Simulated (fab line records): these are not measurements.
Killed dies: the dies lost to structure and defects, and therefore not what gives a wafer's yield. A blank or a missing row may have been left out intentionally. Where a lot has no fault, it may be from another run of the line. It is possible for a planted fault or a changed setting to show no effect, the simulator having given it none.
fab line records	flow gf180mcu
[record] lots = 6	wafers = 18	lastDay = 34
route steps=602 shown V5@551
lots with no fault: from the same line, run without faults
startH: the number of hours between the record's first day and the start of the first shown wafer of the lot	waitH: hours elapsed since this lot's preceding step	" the same as in the row above	L1.1+2: one row covering several wafers at once	- no value present, or no start provided	* or withheld: withheld	< > ~ a bound
route shown NAME@n: names a module that has steps shown in the file, with the first one's number in the route	usual: mean/standard deviation of fault-free wafers	same: alike in all rows	chamber/n: place in a boat	sites: the reading at each site	_std_site: the standard deviation of these	_edge_site: outer sites' mean less inner sites'	radiusMm: for every site, how far away it sits from the centre of the wafer	mask NAME#n: copy n	behind: the tool/chamber that last shaped the wafer	hold: the reason the lot was held/the length of the hold in hours/how it ended	device: the transistor (n, p or np) that didn't switch	end of line: the route-end tests of the same wafers	step lacking rows: just its recipe	killed: dies that structure and defects cost at the first sort, which is not the same as the wafer's yield	map: a wafer's dies, x killed, . not, _ none there
set.NAME: setting as actually run; set.NAME@STEP: the setting as run at that earlier step	model.NAME: the simulator's own value behind a step, which no gauge read
lots at some steps of the route; a table a step, a row a wafer
services: a tool's chamber out of use, with start hour (startH, from the record's first day; less than 0 if before it), hours out, and reason
[[steps]]
[step GF_V5_EXPOSE_11]
[recipe] maskId = Via5	targetCdNm = 260	na = 0.68	sourceShape = conventional	sigmaOuter = 0.6	doseMj = 38
[step GF_V5_PEB_12]
[recipe] pebTempC = 135	pebTimeS = 90	resist = KrF
[step GF_V5_DEVELOP_13]
[recipe] developTimeS = 60	resist = KrF	devTempC = 21
[step GF_V5_CD_MEAS_14]
[recipe] targetCdNm = 260
[usual] cdNm = 260.0/1.1
lot.wafer	tool	chamber	startH	waitH	cdNm
L963.2	cdSem-01	-	668.08	0.1	260.3
L963.5	"	-	"	"	260.7
L963.6	"	-	"	"	260.7
L967.1	cdSem-02	-	695.80	0.1	260.7
L967.4	"	-	"	"	260.8
L967.6	"	-	"	"	260.9
L972.1	cdSem-02	-	730.07	0.1	260.7
L972.2	"	-	"	"	260.8
L972.6	"	-	"	"	262.1
L973.1	cdSem-02	-	742.06	0.1	258.6
L973.4	"	-	"	"	258.0
L973.5	"	-	"	"	259.0
L974.1	cdSem-02	-	749.51	0.1	261.6
L974.3	"	-	"	"	260.0
L974.5	"	-	"	"	260.5
L981.2	cdSem-01	-	781.73	0.1	259.8
L981.3	"	-	"	"	259.2
L981.4	"	-	"	"	259.4
[step GF_V5_OVL_MEAS_15]
[usual] V5_OVL = 3/4.7
lot.wafer	tool	chamber	startH	waitH	V5_OVL[nm]
L963.2	overlay-02	-	668.19	0.1	-5
L963.5	"	-	"	"	4
L963.6	"	-	"	"	-3
L967.1	overlay-02	-	695.92	0.1	2
L967.4	"	-	"	"	10
L967.6	"	-	"	"	7
L972.1	overlay-01	-	730.19	0.1	9
L972.2	"	-	"	"	13
L972.6	"	-	"	"	14
L973.1	overlay-02	-	742.18	0.1	4
L973.4	"	-	"	"	11
L973.5	"	-	"	"	15
L974.1	overlay-01	-	749.63	0.1	11
L974.3	"	-	"	"	10
L974.5	"	-	"	"	12
L981.2	overlay-01	-	781.84	0.1	-4
L981.3	"	-	"	"	4
L981.4	"	-	"	"	0
[step GF_V5_ETCH_16]
[recipe] chemistry = N2/H2	targetDepthA = withheld	overetchA = withheld	timeS = withheld	target = BARC	ionEnergyEv = 200	sourceW = 500	biasW = 100	pressureMtorr = 30	n2FlowSccm = 100	h2FlowSccm = 200
[usual] chamberPressureMTorr = 29.997/0.027	drypumpMotorCurrentA = 5.8/0.5	h2FlowSccm = 200.0/0.6	oesProductAu = 0.854/0.0044	throttleValvePct = 13.225/0.0087
lot.wafer	tool	chamber	startH	waitH	chamberPressureMTorr	drypumpMotorCurrentA	h2FlowSccm	oesProductAu	throttleValvePct
L963.2	rieDiel-02	3	668.22	0.0	29.964	5.4	199.5	0.858	13.212
L963.5	"	3	"	"	29.995	5.4	199.5	0.856	13.213
L963.6	"	0	"	"	30.078	6.3	200.4	0.853	13.208
L967.1	rieDiel-01	1	695.95	0.0	29.949	6.5	199.8	0.852	13.248
L967.4	"	3	"	"	30.027	5.8	200.6	0.855	13.222
L967.6	"	3	"	"	29.979	5.8	200.3	0.862	13.237
L972.1	rieDiel-03	3	730.22	0.0	30.028	5.6	199.7	0.849	13.218
L972.2	"	1	"	"	30.005	5.5	200.3	0.853	13.230
L972.6	"	0	"	"	29.997	5.2	200.2	0.853	13.238
L973.1	rieDiel-02	3	742.22	0.0	29.961	5.4	200.4	0.853	13.218
L973.4	"	0	"	"	30.024	6.3	200.2	0.851	13.221
L973.5	"	2	"	"	30.011	5.0	200.3	0.850	13.222
L974.1	rieDiel-01	1	749.67	0.0	29.996	6.5	200.7	0.855	13.217
L974.3	"	2	"	"	29.995	6.1	199.9	0.855	13.220
L974.5	"	2	"	"	29.999	6.1	200.5	0.848	13.236
L981.2	rieDiel-02	0	781.87	0.0	30.036	6.3	199.9	0.861	13.209
L981.3	"	1	"	"	29.979	5.0	201.3	0.848	13.228
L981.4	"	3	"	"	30.033	5.4	200.3	0.860	13.222
[step GF_V5_ETCH_17]
[recipe] chemistry = C4F8/O2/Ar	maskMaterial = KrF	target = SiO2	stopOn = TiN	sourceW = 1500	biasW = 1200	pressureMtorr = 40	c4f8FlowSccm = withheld	O2_flow_sccm = 6	Ar_flow_sccm = 300	timeS = withheld	targetDepthA = 8550
[usual] chamberPressureMTorr = 40.00/0.037	oesProductAu = 0.860/0.0048
lot.wafer	tool	chamber	startH	waitH	chamberPressureMTorr	oesProductAu
L963.2	rieDiel-02	3	-	-	39.96	0.856
L963.5	"	3	"	"	40.06	0.851
L963.6	"	0	"	"	39.99	0.848
L967.1	rieDiel-01	1	-	-	40.04	0.860
L967.4	"	3	"	"	40.04	0.848
L967.6	"	3	"	"	39.98	0.861
L972.1	rieDiel-03	3	-	-	40.03	0.866
L972.2	"	1	"	"	39.97	0.856
L972.6	"	0	"	"	40.07	0.852
L973.1	rieDiel-02	3	-	-	40.02	0.856
L973.4	"	0	"	"	39.97	0.858
L973.5	"	2	"	"	40.01	0.854
L974.1	rieDiel-01	1	-	-	39.95	0.865
L974.3	"	2	"	"	40.00	0.858
L974.5	"	2	"	"	39.98	0.856
L981.2	rieDiel-02	0	-	-	39.92	0.858
L981.3	"	1	"	"	40.03	0.866
L981.4	"	3	"	"	40.02	0.857
[step GF_V5_STRIP_18]
[recipe] chemistry = O2/N2	powerW = 1400	pressureMtorr = 1500	platenTempC = 250	o2FlowSccm = 3000	n2FlowSccm = 300	overashFraction = 0.5
[usual] chamberPressureMTorr = 1499.9/1.3	drypumpMotorCurrentA = 5.91/0.27	heaterPowerW = 356/25	oesProductAu = 0.570/0.0048
lot.wafer	tool	chamber	startH	waitH	chamberPressureMTorr	drypumpMotorCurrentA	heaterPowerW	oesProductAu	rfHoursCounterH
L963.2	plasmaAsher-04	0	668.37	-	1501.0	6.13	391	0.566	61
L963.5	"	1	"	"	1499.9	5.59	371	0.566	-
L963.6	"	0	"	"	1498.6	6.09	385	0.565	-
L967.1	plasmaAsher-02	0	696.10	-	1498.9	6.12	306	0.567	112
L967.4	"	0	"	"	1498.8	6.13	304	0.572	-
L967.6	"	1	"	"	1500.6	5.61	379	0.567	-
L972.1	plasmaAsher-04	0	730.37	-	1499.2	6.16	385	0.566	68
L972.2	"	1	"	"	1500.4	5.58	364	0.577	68
L972.6	"	1	"	"	1501.3	5.60	350	0.564	-
L973.1	plasmaAsher-04	1	742.37	-	1500.6	5.58	357	0.568	69
L973.4	"	1	"	"	1498.2	5.56	361	0.571	-
L973.5	"	0	"	"	1501.3	6.12	385	0.575	-
L974.1	plasmaAsher-02	0	749.82	-	1499.6	6.14	314	0.566	1
L974.3	"	0	"	"	1501.3	6.13	305	0.570	-
L974.5	"	0	"	"	1501.2	6.12	311	0.576	-
L981.2	plasmaAsher-02	1	782.02	-	1504.6	5.65	367	0.567	4
L981.3	"	0	"	"	1499.2	6.13	306	0.567	-
L981.4	"	1	"	"	1500.4	5.63	359	0.575	-
[step GF_V5_STRIP_19]
[recipe] chemistry = postEtchResidueRemover	timeS = 1200	tempC = 72.5
[step GF_V5_CLEAN_20]
[recipe] chemistry = DIW	dry = n2Spin
[step GF_V5_SPUTTER_21]
[recipe] material = Ti	targetThkNm = 15	chamberPressurePa = 5	powerW = 2500	substrateTempC = 200	timeS = 80.02
[usual] throttleValvePct = 30.3/0.87
lot.wafer	tool	chamber	startH	waitH	throttleValvePct
L963.2	pvdSputter-02	-	668.91	0.0	30.8
L963.5	"	-	"	"	31.6
L963.6	"	-	"	"	30.5
L967.1	pvdSputter-03	-	696.67	0.0	29.0
L967.4	"	-	"	"	29.4
L967.6	"	-	"	"	31.8
L972.1	pvdSputter-03	-	730.91	0.0	29.1
L972.2	"	-	"	"	30.4
L972.6	"	-	"	"	28.7
L973.1	pvdSputter-03	-	742.94	0.0	31.5
L973.4	"	-	"	"	30.3
L973.5	"	-	"	"	30.3
L974.1	pvdSputter-02	-	750.36	0.0	30.4
L974.3	"	-	"	"	31.3
L974.5	"	-	"	"	31.5
L981.2	pvdSputter-02	-	782.57	0.0	30.6
L981.3	"	-	"	"	30.8
L981.4	"	-	"	"	31.4
[step GF_V5_SPUTTER_22]
[recipe] material = TiN	targetThkNm = 10	chamberPressurePa = 5	powerW = 4000	timeS = 40
[step GF_V5_CVD_23]
[recipe] material = W	targetThkNm = 350	timeS = 104.9	tempC = 400	pressureTorr = 40
[usual] chamberPressureTorr = 39.99/0.09	heaterPowerW = 845/36
lot.wafer	tool	chamber	startH	waitH	chamberPressureTorr	heaterPowerW	sinceWetCleanH	model.W_of_V5_CVD_23.thkNm
L963.2	cvdW-02	1	669.01	0.0	40.04	876	765	342.5
L963.5	"	1	"	"	39.96	859	-	341.2
L963.6	"	0	"	"	40.01	812	-	344.1
L967.1	cvdW-02	0	696.77	0.0	40.09	849	793	345.8
L967.4	"	0	"	"	40.15	844	-	353.1
L967.6	"	0	"	"	39.96	812	-	346.4
L972.1	cvdW-01	1	731.01	0.0	40.10	883	327	353.4
L972.2	"	0	"	"	40.09	786	327	347.8
L972.6	"	0	"	"	39.99	769	-	350.8
L973.1	cvdW-02	0	743.04	0.0	37.00	837	839	335.2
L973.4	"	1	"	"	36.92	858	-	340.7
L973.5	"	1	"	"	36.98	844	-	341.3
L974.1	cvdW-02	1	750.46	0.0	37.01	888	846	338.5
L974.3	"	1	"	"	37.09	876	-	336.5
L974.5	"	1	"	"	37.10	879	-	338.6
L981.2	cvdW-01	1	782.67	0.0	39.83	905	379	353.6
L981.3	"	0	"	"	39.90	782	-	352.7
L981.4	"	1	"	"	39.81	903	-	353.1
[step GF_V5_RS_MEAS_24]
[recipe] thkMeasGauge = four-point-probe	reads = W_of_V5_CVD_23+TiN_of_V5_SPUTTER_22+Ti_of_V5_SPUTTER_21
[usual] V5_W_RS = 0.328/0.0036
lot.wafer	tool	chamber	startH	waitH	V5_W_RS[ohm/sq]
L963.2	filmMetro-01	-	669.14	0.1	0.334
L963.5	"	-	"	"	0.335
L963.6	"	-	"	"	0.333
L967.1	filmMetro-03	-	696.88	0.1	0.331
L967.4	"	-	"	"	0.325
L967.6	"	-	"	"	0.331
L972.1	filmMetro-01	-	731.12	0.1	0.324
L972.2	"	-	"	"	0.328
L972.6	"	-	"	"	0.326
L973.1	filmMetro-01	-	743.16	0.1	0.340
L973.4	"	-	"	"	0.336
L973.5	"	-	"	"	0.335
L974.1	filmMetro-03	-	750.58	0.1	0.339
L974.3	"	-	"	"	0.341
L974.5	"	-	"	"	0.339
L981.2	filmMetro-01	-	782.80	0.1	0.323
L981.3	"	-	"	"	0.324
L981.4	"	-	"	"	0.323
[step GF_V5_THK_MEAS_25]
[recipe] thkMeasGauge = xrf	reads = W_of_V5_CVD_23
[usual] V5_W_THK = 343/4.3
lot.wafer	tool	chamber	startH	waitH	V5_W_THK[nm]
L963.2	filmMetro-01	-	669.25	0.1	336
L963.5	"	-	"	"	336
L963.6	"	-	"	"	337
L967.1	filmMetro-03	-	697.00	0.1	339
L967.4	"	-	"	"	346
L967.6	"	-	"	"	338
L972.1	filmMetro-01	-	731.24	0.1	346
L972.2	"	-	"	"	341
L972.6	"	-	"	"	343
L973.1	filmMetro-01	-	743.28	0.1	328
L973.4	"	-	"	"	334
L973.5	"	-	"	"	336
L974.1	filmMetro-03	-	750.70	0.1	328
L974.3	"	-	"	"	326
L974.5	"	-	"	"	329
L981.2	filmMetro-01	-	782.91	0.1	351
L981.3	"	-	"	"	349
L981.4	"	-	"	"	347
[step GF_V5_CMP_26]
[recipe] stopOn = SiO2	downForcePsi = 3.5	platenRpm = 60	tOverpolishS = 15	targetThkNm = 0	padVelocityMS = 0.94248
[usual] motorCurrentA = 11.3/0.86	overpolishRunS = 15.001/0.0091	timeToEndpointS = 86/4.3
lot.wafer	tool	chamber	startH	waitH	motorCurrentA	overpolishRunS	timeToEndpointS
L963.2	cmp-01	1	669.40	0.1	11.6	15.011	84
L963.6	"	3	"	"	11.6	14.998	88
L963.5	"	0	"	"	11.5	15.000	83
L967.4	cmp-02	3	697.11	0.1	10.5	15.001	89
L967.1	"	1	"	"	9.7	15.006	76
L967.6	"	2	"	"	10.7	14.997	85
L972.1	cmp-02	0	731.41	0.2	11.0	15.001	87
L972.2	"	1	"	"	9.6	15.000	76
L972.6	"	2	"	"	10.9	15.002	85
L973.1	cmp-02	3	743.49	0.2	9.8	15.004	83
L973.4	"	2	"	"	10.7	15.004	78
L973.5	"	0	"	"	11.3	14.995	84
L974.3	cmp-02	3	751.52	0.8	10.3	15.017	88
L974.1	"	0	"	"	11.1	14.993	86
L974.5	"	0	"	"	11.3	14.988	82
L981.3	cmp-02	1	782.96	0.0	9.1	15.003	86
L981.4	"	2	"	"	10.6	14.998	84
L981.2	"	3	"	"	10.4	15.006	93
[[services]]
tool	chamber	startH	hours	kind
cmp-02	-	666.42	2.5	repair
rieDiel-03	-	669.88	0.4	repair
rieDiel-03	1	675.54	14.9	repair
cvdW-02	-	675.90	6.0	pm
cmp-02	-	676.75	1.7	repair
pvdSputter-03	-	685.73	1.3	repair
rieDiel-03	3	687.83	8.4	repair
pvdSputter-03	-	698.30	1.2	repair
cmp-02	-	703.53	6.1	pm
rieDiel-02	1	727.40	-	clean
rieDiel-02	1	727.40	19.9	scheduledDown
rieDiel-02	1	727.40	19.9	ventCycle
cmp-01	-	728.49	6.5	repair
rieDiel-03	-	730.85	1.1	repair
plasmaAsher-02	-	733.75	9.0	pm
rieDiel-03	-	734.93	2.8	pm
cmp-01	-	740.03	0.4	repair
cmp-01	-	740.80	8.2	pm
cvdW-01	-	743.89	6.9	pm
cmp-01	-	749.01	4.0	pm
cmp-01	-	752.54	1.3	repair
cvdW-01	1	767.82	5.2	repair
rieDiel-02	-	769.88	2.9	repair
plasmaAsher-04	-	777.87	1.2	repair
[[key]]
[firstSign] step = GF_V5_CVD_23	reading = chamberPressureTorr	direction = down	sigmas = 33	usual = 39.99	struck = 37.02
[effect] step = GF_V5_RS_MEAS_24	reading = V5_W_RS	direction = up	sigmas = 2.9	usual = 0.328	struck = 0.338
[effect] step = GF_V5_THK_MEAS_25	reading = V5_W_THK	direction = down	sigmas = 2.9	usual = 343	struck = 330
[modelEffect] step = GF_V5_CVD_23	value = W_of_V5_CVD_23.thkNm	without = 351.7	struck = 338.4
metAt GF_V5_CVD_23
struckWafers L973.1,L973.4,L973.5,L974.1,L974.3,L974.5
onsetBetween 696.77 743.04
[fault] kind = processParameterDrift	tool = cvdW-02	chamber = -	onsetH = 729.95	steps = GF_V5_CVD_23	channel = pressureTorr	offset = -2.9876	shape = step	endH = 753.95	actsIn = theseRecipesOnly	stated = 40
